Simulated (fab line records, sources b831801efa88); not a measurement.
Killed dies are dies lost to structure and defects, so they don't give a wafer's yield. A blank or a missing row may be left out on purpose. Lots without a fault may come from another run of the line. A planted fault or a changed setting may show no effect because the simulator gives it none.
One fault seen from 2 desks | flow gf180mcu | each desk has only its own numbers; what lay behind them comes last

THE TOOL OWNER'S DESK: pvd_sputter-01
The tool's own readings at GF_M3_SPUTTER_02 (material AlCu, target thk 450 nm, time 23.9 s): means of the sampled wafers that have a number, for each lot that ran on this tool. A lot is out of limits, marked OUT, if its mean lies more than 4 standard deviations from the usual mean; the brackets give that distance.
Columns: A = cathode_dc_power_W at GF_M3_SPUTTER_02, usual 10600 W; B = throttle_valve_pct at GF_M3_SPUTTER_02, usual 29.7 %
lot  | first seen here | A     | B
L129 | day 20 11:08    | 10601 | 29.1
L130 | day 21 00:35    | 10601 | 30.0
L133 | day 22 01:25    | 10601 | 29.7
L135 | day 22 16:54    | 10598 | 28.4
L144 | day 25 20:10    | 10599 | 29.5
L147 | day 27 02:56    | 10600 | 29.5
L150 | day 28 00:27    | 10600 | 29.4
This desk's finding: nothing out of limits on any of the 7 lots.

THE METROLOGY DESK
What the gauges read, lot by lot, whatever tool the lot ran on: means of the sampled wafers that have a number. A lot is out of limits, marked OUT, if its mean lies more than 4 standard deviations from the usual mean; the brackets give that distance.
Columns: A = M3_ALCU_RS at GF_M3_RS_MEAS_05, usual 0.0696 ohm/sq; B = M3_ALCU_THK at GF_M3_THK_MEAS_06, usual 455 nm
lot  | first seen here | A                 | B
L129 | day 20 11:14    | 0.0691            | 454
L130 | day 21 00:40    | 0.0698            | 458
L133 | day 22 01:31    | 0.0643 (-7.4) OUT | 502 (+8.0) OUT
L134 | day 22 07:47    | 0.0694            | 460
L135 | day 22 16:59    | 0.0614 (-12) OUT  | 528 (+13) OUT
L142 | day 25 03:15    | 0.0693            | 457
L144 | day 25 20:16    | 0.0695            | 452
L145 | day 26 04:56    | 0.0688            | 461
L147 | day 27 03:02    | 0.0698            | 456
L150 | day 28 00:34    | 0.0700            | 446
This desk's finding: out of limits on L133, L135; first on L133, day 22 01:31 (M3_ALCU_RS at GF_M3_RS_MEAS_05). In limits: L129, L130, L134, L142, L144, L145, L147, L150.

PUT TOGETHER
The metrology desk could have raised an alarm at day 22 01:31, on L133, L135.
The tool owner's desk saw nothing out of limits.
The tool owner's desk has L133, L135 on record, within its limits.
Of the lots named, all ran GF_M3_SPUTTER_02 on pvd_sputter-01.

WHAT THE SIMULATOR HAD PUT IN
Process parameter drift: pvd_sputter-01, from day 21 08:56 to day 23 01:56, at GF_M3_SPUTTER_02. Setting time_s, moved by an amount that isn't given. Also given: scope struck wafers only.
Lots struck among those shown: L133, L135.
Hours from the fault's start to each desk's first reading out of limits: the metrology desk, 17.
